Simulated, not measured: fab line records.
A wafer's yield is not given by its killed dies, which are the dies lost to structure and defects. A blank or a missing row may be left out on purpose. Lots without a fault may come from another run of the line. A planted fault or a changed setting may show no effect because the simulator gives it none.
A lot that was struck, set against a sound lot -- flow sky130 -- 43 steps out of a route of 708
Sound: wafers L409.4, L409.5, L409.6. Struck: wafers L412.2, L412.5 (left out: L412.3, a lot-mate that was not struck); the cause follows at the end.
For every step that has rows: the tool of each side, followed by ch and its chambers, followed by its first start. Under that, the readings that differ: sound wafers -- struck wafers -- difference of the means -- sigmas: that difference in standard deviations of wafers without a fault.
alike: same words and numbers on both sides, and readings whose means sit less than 2 such deviations apart. not compared: any withheld reading, any reading some wafer has no value for, any bound like >300 that may hide the same value, and any number with overlapping values for which the record gives no deviation.
A row with sigmas, a row that says differs or no value, or rows on one side alone: a step with any of these is where the two part. Non-overlapping numbers with no deviation appear without sigmas and do not part them. A reading that every wafer of one side lacks parts them only if that side has two wafers or more.

first, 8 steps without rows for these wafers: SKY_METAL4_DEHYDRATE_05 (time 60 s); SKY_METAL4_HMDS_06 (prime time 60 s); SKY_METAL4_COAT_07 (resist thk 60 nm); SKY_METAL4_COAT_08 (resist thk 1140 nm); SKY_METAL4_SOFTBAKE_09 (time 90 s); SKY_METAL4_EXPOSE_10 (exposes mask MM4, target cd 300 nm); SKY_METAL4_PEB_11; SKY_METAL4_DEVELOP_12 (develop time 60 s).
SKY_METAL4_CD_MEAS_13: the cd target is 300 nm.
  sound on cd_sem-01 at day 44 01:11; struck on cd_sem-02 at day 44 20:31
reading,sound,struck,difference,sigmas
cd_nm (nm),299.4 297.9 299.2,302.8 302.4,+3.8,+3
SKY_METAL4_OVL_MEAS_14:
  sound on overlay-01 at day 44 01:16; struck on overlay-01 at day 44 20:37
  alike: METAL4_OVL
then, 2 steps without rows for these wafers: SKY_METAL4_DESCUM_15 (chemistry O2, time 8 s); SKY_METAL4_ETCH_16 (etches BARC in N2/H2, stops on SiO2, time 88.2 s, target depth 60 nm).
SKY_METAL4_ETCH_17: etches SiO2 in C4F8/O2/Ar, stops on TiN, time 3.9 s, target depth 15 nm.
  sound on rie_diel-02 ch 2,3, day 44 01:25; struck on rie_diel-02 ch 0, day 44 20:47
  alike: oes_product_au
  not compared: rf_hours_counter_h
SKY_METAL4_METAL_ETCH_18: etches the open film in Cl2/BCl3, stops on SiO2, target depth 845 nm, time 183.1 s.
  sound on rie_metal-01 ch 0,1, day 44 01:30; struck on rie_metal-01 ch 0,1, day 44 20:48
  alike: drypump_motor_current_A, oes_product_au, throttle_valve_pct
  not compared: rf_hours_counter_h
then, 5 steps without rows for these wafers: SKY_METAL4_STRIP_19 (strips in O2/N2); SKY_METAL4_STRIP_20 (strips in post etch residue remover, time 1200 s); SKY_METAL4_CLEAN_21 (cleans in IPA, time 180 s); SKY_METAL4_CLEAN_22 (cleans in O3/DIW); SKY_VIA4_HDPCVD_00 (deposits SiO2, target thk 1750 nm, time 291.7 s).
SKY_VIA4_THK_MEAS_01:
  sound on film_metro-02 at day 44 02:25; struck on film_metro-02 at day 44 21:46
  alike: VIA4_HDPCVD_THK
then, 1 step without rows for these wafers: SKY_VIA4_CMP_02 (polishes SiO2).
SKY_VIA4_BOW_MEAS_03:
  sound on film_metro-02 at day 44 02:48; struck on film_metro-04 at day 44 22:10
  alike: VIA4_BOW
then, 7 steps without rows for these wafers: SKY_VIA4_DEHYDRATE_04 (time 60 s); SKY_VIA4_HMDS_05 (prime time 60 s); SKY_VIA4_COAT_06 (resist thk 1140 nm); SKY_VIA4_SOFTBAKE_07 (time 60 s); SKY_VIA4_EXPOSE_08 (exposes mask VIM4, target cd 800 nm); SKY_VIA4_PEB_09; SKY_VIA4_DEVELOP_10 (develop time 60 s).
SKY_VIA4_OVL_MEAS_11:
  sound on overlay-02 at day 45 01:10; struck on overlay-01 at day 45 20:10
  alike: VIA4_OVL
then, 1 step without rows for these wafers: SKY_VIA4_ETCH_12 (etches SiO2 in C4F8/O2/Ar, stops on TiN, target depth 580 nm).
SKY_VIA4_STRIP_13: strips in O2/N2.
  sound on plasma_asher-04 ch 0,1, day 45 01:17; struck on plasma_asher-02 ch 1, day 45 20:16
  alike: drypump_motor_current_A, oes_product_au, strip_time_to_endpoint_s
  not compared: rf_hours_counter_h
then, 4 steps without rows for these wafers: SKY_VIA4_STRIP_14 (strips in post etch residue remover, time 1200 s); SKY_VIA4_CLEAN_15 (cleans in IPA, time 180 s); SKY_VIA4_CLEAN_16 (cleans in O3/DIW); SKY_VIA4_SPUTTER_17 (material TiN, target thk 20 nm, time 80 s).
SKY_VIA4_CVD_18: deposits W, target thk 505 nm, time 152.14 s.
  sound on cvd_w-02 ch 0,1, day 45 01:58; struck on cvd_w-02 ch 0, day 45 20:56
  alike: heater_power_outer_w, heater_power_w
SKY_VIA4_RS_MEAS_19: the measuring method here is four-point-probe.
  sound on film_metro-04 at day 45 02:07; struck on film_metro-04 at day 45 21:06
  alike: VIA4_W_RS
SKY_VIA4_THK_MEAS_20: measures by xrf.
  sound on film_metro-04 at day 45 02:13; struck on film_metro-04 at day 45 21:13
  alike: VIA4_W_THK
SKY_VIA4_CMP_21: polishes, stops on SiO2, t overpolish 25 s, target thk 0 nm.
  sound on cmp-01 ch 1,2, day 45 02:17; struck on cmp-02 ch 0,2, day 45 21:16
reading,sound,struck,difference,sigmas
motor_current_A (A),12.5 12.8 10.9,9.7 9.6,-2.4,-2
  alike: overpolish_run_s, time_to_endpoint_s
then, 1 step without rows for these wafers: SKY_METAL5_SPUTTER_00 (material Ti, target thk 15 nm, time 10 s).
SKY_METAL5_SPUTTER_01: material TiN, target thk 20 nm, time 16.7 s.
  sound on pvd_sputter-03 at day 45 02:34; struck on pvd_sputter-04 at day 45 21:35
  alike: throttle_valve_pct
-- the record jumps here: 3 days lie between the struck wafers' starts before and after (it left off in module METAL5 and takes up again in module PAD_OPEN, whose first step shown is number 708 of the route) --
SKY_PAD_OPEN_PROBE_99:
  the record has rows for the struck wafers here (prober-01, day 48 14:42) and none for the sound ones

WHERE THEY PART
Earliest at SKY_METAL4_CD_MEAS_13; latest, in this record, at SKY_PAD_OPEN_PROBE_99.

WHY: what the simulator had put in
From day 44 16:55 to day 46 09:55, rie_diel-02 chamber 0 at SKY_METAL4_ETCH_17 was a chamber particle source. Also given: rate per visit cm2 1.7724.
